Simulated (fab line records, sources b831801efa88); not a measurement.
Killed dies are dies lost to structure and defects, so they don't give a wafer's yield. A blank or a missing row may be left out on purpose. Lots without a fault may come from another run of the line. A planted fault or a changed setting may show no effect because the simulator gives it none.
A struck lot beside a sound one | flow gf180mcu | 18 steps out of a route of 602
Sound: wafers L728.1, L728.2, L728.4. Struck: wafers L744.2, L744.4, L744.5. The cause comes at the end.
At each step with rows: each side's tool, then ch and its chambers, then its first start. Under that, the readings that differ: sound wafers | struck wafers | difference of the means | sigmas: that difference in standard deviations of wafers without a fault.
alike: readings whose means differ by less than 2 such deviations, and words and numbers that are the same on both sides. not compared: withheld readings, readings that some wafer has no value for, bounds like >300 that may hide the same value, and numbers for which the record gives no deviation and whose values overlap.
The two part at a step that has a row with sigmas, a row that says differs or no value, or rows on one side only. Numbers that don't overlap but have no deviation are shown without sigmas and don't part them. A reading that every wafer of one side lacks parts them only if that side has two wafers or more.

first, 1 step without rows for these wafers: GF_STI_CVD_23 (deposits SiO2, target thk 650 nm, time 108.3 s).
GF_STI_THK_MEAS_24:
  sound on film_metro-04, day 3 05:04; struck on film_metro-04, day 6 15:32
  alike: STI_CVD_23_THK
GF_STI_CMP_25: polishes, stops on Si3N4, t overpolish 33 s, target thk 524.6 nm.
  sound on cmp-02 ch 1,2,3, day 3 05:08; struck on cmp-02 ch 0,1, day 6 15:35
  alike: motor_current_A, overpolish_run_s, retaining_ring_pressure_frac, time_to_endpoint_s
then, 4 steps without rows for these wafers: GF_STI_WET_ETCH_26 (etches SiO2 in dHF, target depth 94 nm, time 188 s); GF_STI_WET_ETCH_27 (etches Si3N4 in H3PO4, target depth 160 nm, time 1825 s); GF_STI_WET_ETCH_28 (etches SiO2 in dHF, target depth 20 nm, time 40 s); GF_STI_OXIDATION_29 (stabilise 600 s, purge 300 s, target thk 10 nm).
GF_STI_THK_MEAS_30:
  sound on film_metro-03, day 3 07:26; struck on film_metro-03, day 6 18:19
  alike: STI_OXIDATION_02_THK
then, 4 steps without rows for these wafers: GF_DNWELL_DEHYDRATE_00 (time 60 s); GF_DNWELL_HMDS_01 (prime time 60 s); GF_DNWELL_COAT_02 (resist thk 3000 nm); GF_DNWELL_SOFTBAKE_03.
GF_DNWELL_EXPOSE_04: exposes mask DNWELL, target cd 1700 nm.
  sound on iline_stepper-02 ch 0, day 3 13:34; struck on iline_stepper-02, day 7 02:12
  no value came back on the struck wafers for exposure_dose_mJ_cm2, focus_offset_nm (nm), na; on the sound wafers exposure_dose_mJ_cm2 reads 259.93 259.82 260.19
  alike: mask
then, 3 steps without rows for these wafers: GF_DNWELL_PEB_05; GF_DNWELL_DEVELOP_06 (develop time 60 s); GF_DNWELL_IMPLANT_07.
GF_DNWELL_STRIP_08: strips in O2/N2.
  sound on plasma_asher-03 ch 0,1, day 3 20:29; struck on plasma_asher-03 ch 0,1, day 7 10:08
  alike: drypump_motor_current_A, heater_power_w, oes_product_au, strip_time_to_endpoint_s
  not compared: rf_hours_counter_h
GF_DNWELL_TW_MEAS_09:
  sound on film_metro-03, day 3 20:35; struck on film_metro-03, day 7 10:28
  reading   | sound          | struck   | difference | sigmas
  DNWELL_TW | 1320 1316 1317 | 30 30 30 | -1288      | -86
  not compared: hold

WHERE THEY PART
First at GF_DNWELL_EXPOSE_04; last, within this record, at GF_DNWELL_TW_MEAS_09.

WHY: what the simulator had put in
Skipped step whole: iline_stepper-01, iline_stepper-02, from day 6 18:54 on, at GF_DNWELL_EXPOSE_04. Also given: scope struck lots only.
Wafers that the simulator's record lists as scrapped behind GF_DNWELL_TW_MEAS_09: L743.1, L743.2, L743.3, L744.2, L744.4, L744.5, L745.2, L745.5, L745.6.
